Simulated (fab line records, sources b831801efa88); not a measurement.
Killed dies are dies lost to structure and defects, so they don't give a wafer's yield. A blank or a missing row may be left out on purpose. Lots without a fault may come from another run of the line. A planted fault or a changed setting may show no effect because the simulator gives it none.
A struck lot beside a sound one | flow sky130 | 15 steps out of a route of 708
Sound: wafers L733.1, L733.3, L733.4. Struck: wafer L751.3. (L751.4, L751.6 of the same lot were not struck and are left out.) The cause comes at the end.
At each step with rows: each side's tool, then ch and its chambers, then its first start. Under that, the readings that differ: sound wafers | struck wafers | difference of the means | sigmas: that difference in standard deviations of wafers without a fault.
alike: readings whose means differ by less than 2 such deviations, and words and numbers that are the same on both sides. not compared: withheld readings, readings that some wafer has no value for, bounds like >300 that may hide the same value, and numbers for which the record gives no deviation and whose values overlap.
The two part at a step that has a row with sigmas, a row that says differs or no value, or rows on one side only. Numbers that don't overlap but have no deviation are shown without sigmas and don't part them. A reading that every wafer of one side lacks parts them only if that side has two wafers or more.

SKY_CONTACT_OVL_MEAS_15:
  sound on overlay-01, day 32 19:17; struck on overlay-01, day 38 10:31
  alike: CONTACT_OVL
then, 1 step without rows for these wafers: SKY_CONTACT_ETCH_16 (etches BARC in N2/H2, stops on SiO2, time 45.9 s, target depth 60 nm).
SKY_CONTACT_ETCH_17: etches SiO2 in C4F8/O2/Ar, stops on Si3N4, target depth 340 nm.
  sound on rie_diel-03 ch 0,1,3, day 32 19:22; struck on rie_diel-04 ch 3, day 38 10:34
  alike: oes_product_au
SKY_CONTACT_ETCH_18: etches Si3N4 in CHF3/O2, stops on TiN, time 39 s, target depth 75 nm.
  sound on rie_diel-03 ch 0,1,3; struck on rie_diel-04 ch 3
  reading                | sound             | struck | difference | sigmas
  throttle_valve_pct (%) | 8.794 8.789 8.781 | 8.807  | +0.019     | +2
  alike: drypump_motor_current_A, oes_product_au
  not compared: rf_hours_counter_h
SKY_CONTACT_STRIP_19: strips in O2/N2.
  sound on plasma_asher-01 ch 0,1, day 32 19:28; struck on plasma_asher-03 ch 0, day 38 10:42
  alike: drypump_motor_current_A, oes_product_au, strip_time_to_endpoint_s
  not compared: rf_hours_counter_h
then, 3 steps without rows for these wafers: SKY_CONTACT_STRIP_20 (strips in post etch residue remover, time 1200 s); SKY_CONTACT_CLEAN_21 (cleans in IPA, time 180 s); SKY_CONTACT_CLEAN_22 (cleans in O3/DIW).
SKY_CONTACT_SPUTTER_23: material TiN, target thk 20 nm, time 80 s.
  sound on pvd_sputter-03, day 32 20:03; struck on pvd_sputter-01, day 38 11:20
  alike: chamber_pressure_pa, throttle_valve_pct
SKY_CONTACT_CVD_24: deposits W, target thk 340 nm, time 102.12 s.
  sound on cvd_w-02 ch 0,1, day 32 20:07; struck on cvd_w-01 ch 1, day 38 11:26
  alike: heater_power_w
SKY_CONTACT_RS_MEAS_25: measures by four-point-probe.
  sound on film_metro-04, day 32 20:13; struck on film_metro-02, day 38 11:32
  alike: CONTACT_W_RS
SKY_CONTACT_THK_MEAS_26: measures by xrf.
  sound on film_metro-04, day 32 20:20; struck on film_metro-02, day 38 11:38
  alike: CONTACT_W_THK
SKY_CONTACT_CMP_27: polishes, stops on SiO2, t overpolish 15 s, target thk 0 nm.
  sound on cmp-02 ch 0,2,3, day 32 20:24; struck on cmp-02 ch 1, day 38 11:41
  reading              | sound                | struck | difference | sigmas
  overpolish_run_s (s) | 14.991 15.009 14.992 | 16.072 | +1.075     | +99 or more
  t_overpolish_s (s)   | 15 15 15             | 16.081 | +1.081     |
  alike: edge_zone_pressure_frac, motor_current_A, time_to_endpoint_s
then, 1 step without rows for these wafers: SKY_METAL1_SPUTTER_00 (material Ti, target thk 15 nm, time 10 s).
-- the record jumps here: 12 days lie between the struck wafers' starts before and after (it left off in module METAL1 and takes up again in module PAD_OPEN, whose first step shown is number 708 of the route) --
SKY_PAD_OPEN_PROBE_99:
  sound on prober-01, day 46 18:28; struck on prober-01, day 50 20:25
  reading            | sound    | struck | difference | sigmas
  killed_at_M0_to_M3 | 32 40 42 | 56     | +18        | +2
  alike: killed_at_M4_up, killed_at_contacts, killed_at_front_end, killed_at_other, killed_dies, killed_open, killed_short

WHERE THEY PART
First at SKY_CONTACT_ETCH_18; last, within this record, at SKY_PAD_OPEN_PROBE_99.

WHY: what the simulator had put in
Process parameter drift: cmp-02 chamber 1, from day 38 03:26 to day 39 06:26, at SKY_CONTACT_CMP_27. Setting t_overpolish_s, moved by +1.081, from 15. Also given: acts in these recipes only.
